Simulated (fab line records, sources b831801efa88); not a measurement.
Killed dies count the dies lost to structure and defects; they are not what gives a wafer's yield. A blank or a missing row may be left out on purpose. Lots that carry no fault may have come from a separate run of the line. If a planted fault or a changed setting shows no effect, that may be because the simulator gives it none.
Split-lot experiment / flow sfq_line / on a route of 325 steps: 5 lots, 27 wafers read

THE SPLIT
At SFQ_TRILAYER_R5_DEP_SPUTTER_132 (material Ti, target thk 5 nm, time 5 s), the setting time_s was moved away from the recipe's 5 s on 9 of the 27 wafers read, by -57.5% to +53.5%. The other wafers ran this setting at the recipe's value.

The reading is taken at the split's own step.

THE READING
Ti_of_TRILAYER_R5_DEP_SPUTTER_132.thk_nm (the simulator's own value, which no gauge read), in nm, at SFQ_TRILAYER_R5_DEP_SPUTTER_132 (material Ti, target thk 5 nm, time 5 s). The file does not state a usual value for it. Across the 18 wafers here that went through the recipe, the average is 5.033 nm and the standard deviation 0.11 nm.

wafer=L074.1; tool, chamber at the split=pvd_sputter-06, -; time_s as run, s=5; against the recipe=recipe; Ti_of_TRILAYER_R5_DEP_SPUTTER_132.thk_nm, nm=4.984; against lot-mates on the recipe=-
wafer=L074.2; tool, chamber at the split=pvd_sputter-06, -; time_s as run, s=5; against the recipe=recipe; Ti_of_TRILAYER_R5_DEP_SPUTTER_132.thk_nm, nm=4.832; against lot-mates on the recipe=-
wafer=L074.3; tool, chamber at the split=pvd_sputter-06, -; time_s as run, s=5; against the recipe=recipe; Ti_of_TRILAYER_R5_DEP_SPUTTER_132.thk_nm, nm=5.027; against lot-mates on the recipe=-
wafer=L074.4; tool, chamber at the split=pvd_sputter-06, -; time_s as run, s=5; against the recipe=recipe; Ti_of_TRILAYER_R5_DEP_SPUTTER_132.thk_nm, nm=4.902; against lot-mates on the recipe=-
wafer=L074.5; tool, chamber at the split=pvd_sputter-06, -; time_s as run, s=5; against the recipe=recipe; Ti_of_TRILAYER_R5_DEP_SPUTTER_132.thk_nm, nm=5.066; against lot-mates on the recipe=-
wafer=L074.6; tool, chamber at the split=pvd_sputter-06, -; time_s as run, s=5; against the recipe=recipe; Ti_of_TRILAYER_R5_DEP_SPUTTER_132.thk_nm, nm=4.826; against lot-mates on the recipe=-
wafer=L077.2; tool, chamber at the split=pvd_sputter-03, -; time_s as run, s=5; against the recipe=recipe; Ti_of_TRILAYER_R5_DEP_SPUTTER_132.thk_nm, nm=5.13; against lot-mates on the recipe=-
wafer=L077.4; tool, chamber at the split=pvd_sputter-03, -; time_s as run, s=5; against the recipe=recipe; Ti_of_TRILAYER_R5_DEP_SPUTTER_132.thk_nm, nm=4.98; against lot-mates on the recipe=-
wafer=L077.6; tool, chamber at the split=pvd_sputter-03, -; time_s as run, s=5; against the recipe=recipe; Ti_of_TRILAYER_R5_DEP_SPUTTER_132.thk_nm, nm=5.103; against lot-mates on the recipe=-
wafer=L078.1; tool, chamber at the split=pvd_sputter-06, -; time_s as run, s=5; against the recipe=recipe; Ti_of_TRILAYER_R5_DEP_SPUTTER_132.thk_nm, nm=4.92; against lot-mates on the recipe=-
wafer=L078.2; tool, chamber at the split=pvd_sputter-06, -; time_s as run, s=2.126; against the recipe=-57.5%; Ti_of_TRILAYER_R5_DEP_SPUTTER_132.thk_nm, nm=2.158; against lot-mates on the recipe=-2.841
wafer=L078.3; tool, chamber at the split=pvd_sputter-06, -; time_s as run, s=2.126; against the recipe=-57.5%; Ti_of_TRILAYER_R5_DEP_SPUTTER_132.thk_nm, nm=2.264; against lot-mates on the recipe=-2.735
wafer=L078.4; tool, chamber at the split=pvd_sputter-06, -; time_s as run, s=5; against the recipe=recipe; Ti_of_TRILAYER_R5_DEP_SPUTTER_132.thk_nm, nm=5.093; against lot-mates on the recipe=-
wafer=L078.5; tool, chamber at the split=pvd_sputter-06, -; time_s as run, s=2.126; against the recipe=-57.5%; Ti_of_TRILAYER_R5_DEP_SPUTTER_132.thk_nm, nm=2.21; against lot-mates on the recipe=-2.789
wafer=L078.6; tool, chamber at the split=pvd_sputter-06, -; time_s as run, s=5; against the recipe=recipe; Ti_of_TRILAYER_R5_DEP_SPUTTER_132.thk_nm, nm=4.984; against lot-mates on the recipe=-
wafer=L079.1; tool, chamber at the split=pvd_sputter-03, -; time_s as run, s=7.674; against the recipe=+53.5%; Ti_of_TRILAYER_R5_DEP_SPUTTER_132.thk_nm, nm=7.896; against lot-mates on the recipe=+2.708
wafer=L079.2; tool, chamber at the split=pvd_sputter-03, -; time_s as run, s=7.674; against the recipe=+53.5%; Ti_of_TRILAYER_R5_DEP_SPUTTER_132.thk_nm, nm=7.8; against lot-mates on the recipe=+2.612
wafer=L079.3; tool, chamber at the split=pvd_sputter-03, -; time_s as run, s=5; against the recipe=recipe; Ti_of_TRILAYER_R5_DEP_SPUTTER_132.thk_nm, nm=5.185; against lot-mates on the recipe=-
wafer=L079.4; tool, chamber at the split=pvd_sputter-03, -; time_s as run, s=7.674; against the recipe=+53.5%; Ti_of_TRILAYER_R5_DEP_SPUTTER_132.thk_nm, nm=7.886; against lot-mates on the recipe=+2.698
wafer=L079.5; tool, chamber at the split=pvd_sputter-03, -; time_s as run, s=5; against the recipe=recipe; Ti_of_TRILAYER_R5_DEP_SPUTTER_132.thk_nm, nm=5.171; against lot-mates on the recipe=-
wafer=L079.6; tool, chamber at the split=pvd_sputter-03, -; time_s as run, s=5; against the recipe=recipe; Ti_of_TRILAYER_R5_DEP_SPUTTER_132.thk_nm, nm=5.208; against lot-mates on the recipe=-
wafer=L081.1; tool, chamber at the split=pvd_sputter-04, -; time_s as run, s=5; against the recipe=recipe; Ti_of_TRILAYER_R5_DEP_SPUTTER_132.thk_nm, nm=5.023; against lot-mates on the recipe=-
wafer=L081.2; tool, chamber at the split=pvd_sputter-04, -; time_s as run, s=3.563; against the recipe=-28.7%; Ti_of_TRILAYER_R5_DEP_SPUTTER_132.thk_nm, nm=3.692; against lot-mates on the recipe=-1.371
wafer=L081.3; tool, chamber at the split=pvd_sputter-04, -; time_s as run, s=3.563; against the recipe=-28.7%; Ti_of_TRILAYER_R5_DEP_SPUTTER_132.thk_nm, nm=3.752; against lot-mates on the recipe=-1.311
wafer=L081.4; tool, chamber at the split=pvd_sputter-04, -; time_s as run, s=3.563; against the recipe=-28.7%; Ti_of_TRILAYER_R5_DEP_SPUTTER_132.thk_nm, nm=3.626; against lot-mates on the recipe=-1.437
wafer=L081.5; tool, chamber at the split=pvd_sputter-04, -; time_s as run, s=5; against the recipe=recipe; Ti_of_TRILAYER_R5_DEP_SPUTTER_132.thk_nm, nm=5.111; against lot-mates on the recipe=-
wafer=L081.6; tool, chamber at the split=pvd_sputter-04, -; time_s as run, s=5; against the recipe=recipe; Ti_of_TRILAYER_R5_DEP_SPUTTER_132.thk_nm, nm=5.056; against lot-mates on the recipe=-

THE FIT
A straight line over all 27 wafers: Ti_of_TRILAYER_R5_DEP_SPUTTER_132.thk_nm changes by +0.0505 nm for each +1% of time_s; r = +1.00; the points scatter about the line by 0.11 nm.
The same after taking each lot's own level away (the mean of its wafers on the recipe; 27 wafers): +0.0491 nm for each +1%; r = +1.00; scatter 0.067 nm.
That fit puts the effect of the largest move of time_s on the reading at 2.8 nm.
The lots' own levels span 4.9395 to 5.1880 nm, that is 2.3 times the standard deviation above.
Consequently the slope shifts little with the lot-to-lot level, the two slopes agreeing.
Check: with one of the wafers moved furthest among these (-57.5%) left out of the fit, the line predicts -2.8 nm for it against its lot-mates. Against them it came out at -2.84 nm.

OTHER SPLITS APPLIED TO THESE WAFERS
These wafers also went through other splits before the reading. Each is held against what the fit with the lots' levels taken away leaves over:
other split on the same wafers=SFQ_TRILAYER_M3_ETCH_METAL_ETCH_078 time_s; wafers away from the commonest value=9; r with Ti_of_TRILAYER_R5_DEP_SPUTTER_132.thk_nm (lot level and that fit taken away)=-0.01
other split on the same wafers=SFQ_TRILAYER_I4_DEP_PECVD_099 time_s; wafers away from the commonest value=12; r with Ti_of_TRILAYER_R5_DEP_SPUTTER_132.thk_nm (lot level and that fit taken away)=+0.19
other split on the same wafers=SFQ_TRILAYER_JJ_TRILAYER_DEP_SPUTTER_112 time_s; wafers away from the commonest value=12; r with Ti_of_TRILAYER_R5_DEP_SPUTTER_132.thk_nm (lot level and that fit taken away)=-0.14

THE FILE'S OWN FIT
Ti_of_TRILAYER_R5_DEP_SPUTTER_132.thk_nm changes by +0.049 nm for each +1% of time_s, r = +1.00.
